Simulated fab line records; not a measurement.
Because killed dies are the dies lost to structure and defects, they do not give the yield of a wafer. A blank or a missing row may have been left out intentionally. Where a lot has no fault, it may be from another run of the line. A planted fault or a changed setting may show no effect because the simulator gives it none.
A lot that was struck, set against a sound lot :: flow sfq line :: 42 out of 325 route steps
Sound: the wafers L125.2, L125.4, L125.6. Struck: wafers L127.2, L127.3, L127.6. The cause comes at the end.
Each step with rows lists, per side, the tool, then ch with its chambers, then its first start. Under that, the readings that differ: sound wafers :: struck wafers :: difference of the means :: sigmas: that difference in standard deviations of wafers without a fault.
alike: readings whose means differ by less than 2 such deviations, and words and numbers that are the same on both sides. not compared: withheld readings, readings that some wafer has no value for, bounds like >300 that may hide the same value, and numbers for which the record gives no deviation and whose values overlap.
A row with sigmas, a row that says differs or no value, or rows on one side alone: a step with any of these is where the two part. Numbers that don't overlap but have no deviation are shown without sigmas and don't part them. A reading missing from all wafers of one side parts the sides only when that side holds two or more wafers.

first, 6 steps without rows for these wafers: SFQ_TRILAYER_M6_LITHO_COAT_164 (resist thk 62 nm); SFQ_TRILAYER_M6_LITHO_COAT_159 (resist thk 600 nm); SFQ_TRILAYER_M6_LITHO_SOFTBAKE_163; SFQ_TRILAYER_M6_LITHO_EXPOSE_160 (exposes mask M6, target cd 500 nm); SFQ_TRILAYER_M6_LITHO_PEB_162 (peb time 60 s); SFQ_TRILAYER_M6_LITHO_DEVELOP_161 (time 60 s).
SFQ_M6_OVL_MEAS_940:
  sound on overlay-02 at day 59 03:17; struck on overlay-02 at day 59 05:49
  alike: M6_OVL
SFQ_TRILAYER_M6_BARC_OPEN_METAL_ETCH_206: etches BARC in O2, target depth 125 nm, time 41.7 s.
  sound on rie metal-02 ch 0,1, day 59 03:19; struck on rie metal-02 ch 0,1, day 59 05:51
reading: oes product au (a.u.)
sound: 0.689 0.692 0.693
struck: 0.680 0.678 0.677
difference: -0.013
sigmas: -3
  alike: drypump motor current A
  not compared: rf hours counter h
SFQ_TRILAYER_M6_ETCH_METAL_ETCH_162: etches Nb in Cl2/Ar, stops on SiO2, target depth 240 nm, time 120 s.
  sound on rie metal-02 ch 0,1, day 59 03:23; struck on rie metal-02 ch 0,1, day 59 05:55
  alike: drypump motor current A, oes product au
  not compared: rf hours counter h
SFQ_TRILAYER_M6_STRIP_STRIP_163: strips in O2.
  sound on rie metal-02 ch 0,1, day 59 03:31; struck on rie metal-02 ch 0, day 59 06:02
  alike: drypump motor current A, oes product au, platen temp c
  not compared: rf hours counter h
then, 2 steps without rows for these wafers: SFQ_TRILAYER_M6_STRIP_SOLV_CLEAN_164 (cleans in NMP, time 600 s); SFQ_TRILAYER_I6_DEP_PECVD_165 (deposits SiO2 from SiH4/N2O, time 111.11 s, target thk 500 nm).
SFQ_TRILAYER_I6_CMP_CMP_166: polishes SiO2.
  sound on cmp-02 ch 1,2,3, day 60 07:53; struck on cmp-02 ch 1,2, day 60 13:53
reading: time to endpoint s (s)
sound: 203 221 223
struck: 284 274 287
difference: +66
sigmas: +8

reading: model.SiO2_of_TRILAYER_I6_DEP_PECVD_165.thk nm (nm)
sound: 200.4 201.7 201.6
struck: 305.2 301.5 306.8
difference: +103.3
sigmas: 
  alike: motor current A
SFQ_I6_BOW_MEAS_941:
  sound on film metro-03 at day 60 10:55; struck on film metro-01 at day 60 16:55
  alike: I6_BOW
SFQ_TRILAYER_I6_METRO_MEASURE_167:
  sound on film metro-03 at day 60 11:13; struck on film metro-01 at day 60 17:13
reading: thk nm (nm)
sound: 200.4 201.9 201.8
struck: 305.4 301.7 306.8
difference: +103.3
sigmas: +94
then, 6 steps without rows for these wafers: SFQ_TRILAYER_I6_VIA_LITHO_COAT_174 (resist thk 62 nm); SFQ_TRILAYER_I6_VIA_LITHO_COAT_169 (resist thk 650 nm); SFQ_TRILAYER_I6_VIA_LITHO_SOFTBAKE_173; SFQ_TRILAYER_I6_VIA_LITHO_EXPOSE_170 (exposes mask I6, target cd 700 nm); SFQ_TRILAYER_I6_VIA_LITHO_PEB_172 (peb time 60 s); SFQ_TRILAYER_I6_VIA_LITHO_DEVELOP_171 (time 60 s).
-- the record jumps here: 4 days lie between the struck wafers' starts before and after --
SFQ_I6_OVL_MEAS_942:
  sound on overlay-02 at day 64 09:37; struck on overlay-02 at day 64 12:01
  alike: I6_OVL
then, 1 step without rows for these wafers: SFQ_TRILAYER_I6_VIA_BARC_OPEN_VIA_ETCH_235 (etches BARC in O2, target depth 125 nm, time 41.7 s).
SFQ_TRILAYER_I6_VIA_ETCH_VIA_ETCH_172: etches SiO2 in CHF3, stops on Nb, target depth 260 nm.
  sound on rie diel-01 ch 0,3, day 64 09:41; struck on rie diel-04 ch 0,1,3, day 64 12:05
reading: oes product au (a.u.)
sound: 0.859 0.861 0.855
struck: 0.985 0.993 0.978
difference: +0.127
sigmas: +25

reading: model.I6.feature depth nm (nm)
sound: 200.4 201.7 201.6
struck: 255 257.6 254.4
difference: +54
sigmas: 

reading: model.etch.depth nm (nm)
sound: 200.4 201.7 201.6
struck: 255 257.6 254.4
difference: +54
sigmas: 
  alike: drypump motor current A
then, 2 steps without rows for these wafers: SFQ_TRILAYER_I6_VIA_STRIP_STRIP_173 (strips in O2); SFQ_TRILAYER_I6_VIA_STRIP_SOLV_CLEAN_174 (cleans in NMP, time 600 s).
SFQ_TRILAYER_M7_DEP_PRE_CLEAN_176: time 22.5 s.
  sound on pvd sputter-04 at day 64 10:35; struck on pvd sputter-06 at day 64 12:59
reading: model.SiO2_of_TRILAYER_I6_DEP_PECVD_165.thk nm (nm)
sound: 192.9 194.2 194.1
struck: 297.7 294 299.3
difference: +103.3
sigmas: 
SFQ_TRILAYER_M7_DEP_SPUTTER_175: material Nb, target thk 200 nm, time 133.3 s.
  sound on pvd sputter-04 at day 64 10:36; struck on pvd sputter-06 at day 64 13:00
  alike: throttle valve pct
SFQ_M7_RS_MEAS_943: a four-point-probe measurement.
  sound on film metro-04 at day 64 10:43; struck on film metro-01 at day 64 13:07
  alike: M7_NB_RS
then, 6 steps without rows for these wafers: SFQ_TRILAYER_M7_LITHO_COAT_182 (resist thk 62 nm); SFQ_TRILAYER_M7_LITHO_COAT_177 (resist thk 600 nm); SFQ_TRILAYER_M7_LITHO_SOFTBAKE_181; SFQ_TRILAYER_M7_LITHO_EXPOSE_178 (exposes mask M7, target cd 500 nm); SFQ_TRILAYER_M7_LITHO_PEB_180 (peb time 60 s); SFQ_TRILAYER_M7_LITHO_DEVELOP_179 (time 60 s).
-- the record jumps here: 4 days lie between the struck wafers' starts before and after --
SFQ_M7_OVL_MEAS_945:
  sound on overlay-01 at day 68 12:12; struck on overlay-01 at day 68 14:36
  alike: M7_OVL
then, 2 steps without rows for these wafers: SFQ_TRILAYER_M7_BARC_OPEN_METAL_ETCH_229 (etches BARC in O2, target depth 125 nm, time 41.7 s); SFQ_TRILAYER_M7_ETCH_METAL_ETCH_180 (etches Nb in Cl2/Ar, stops on SiO2, target depth 240 nm, time 120 s).
SFQ_TRILAYER_M7_STRIP_STRIP_181: strips in O2.
  sound on rie metal-04 ch 0, day 68 12:25; struck on rie metal-03 ch 0,1, day 68 14:49
  alike: drypump motor current A, oes product au, platen temp c
  not compared: rf hours counter h
then, 2 steps without rows for these wafers: SFQ_TRILAYER_M7_STRIP_SOLV_CLEAN_182 (cleans in NMP, time 600 s); SFQ_TRILAYER_I7_DEP_PECVD_183 (deposits SiO2 from SiH4/N2O, time 111.11 s, target thk 500 nm).
-- the record jumps here: 7 days lie between the struck wafers' starts before and after --
SFQ_M8_BOW_MEAS_951:
  sound on film metro-03 at day 75 00:39; struck on film metro-02 at day 75 09:39
reading: model.etest.i6.link ohm
sound: 1.86 1.856 1.871
struck: 1e+06 1e+06 1e+06
difference: +1e+06
sigmas: 
  alike: M8_BOW

WHERE THEY PART
First at SFQ_TRILAYER_M6_BARC_OPEN_METAL_ETCH_206; last, within this record, at SFQ_TRILAYER_I6_VIA_ETCH_VIA_ETCH_172. Later steps at which nothing parts them and some readings are alike: SFQ_TRILAYER_M7_DEP_SPUTTER_175, SFQ_M7_RS_MEAS_943, SFQ_M7_OVL_MEAS_945, SFQ_TRILAYER_M7_STRIP_STRIP_181, SFQ_M8_BOW_MEAS_951.

WHY: whatever the simulator had introduced
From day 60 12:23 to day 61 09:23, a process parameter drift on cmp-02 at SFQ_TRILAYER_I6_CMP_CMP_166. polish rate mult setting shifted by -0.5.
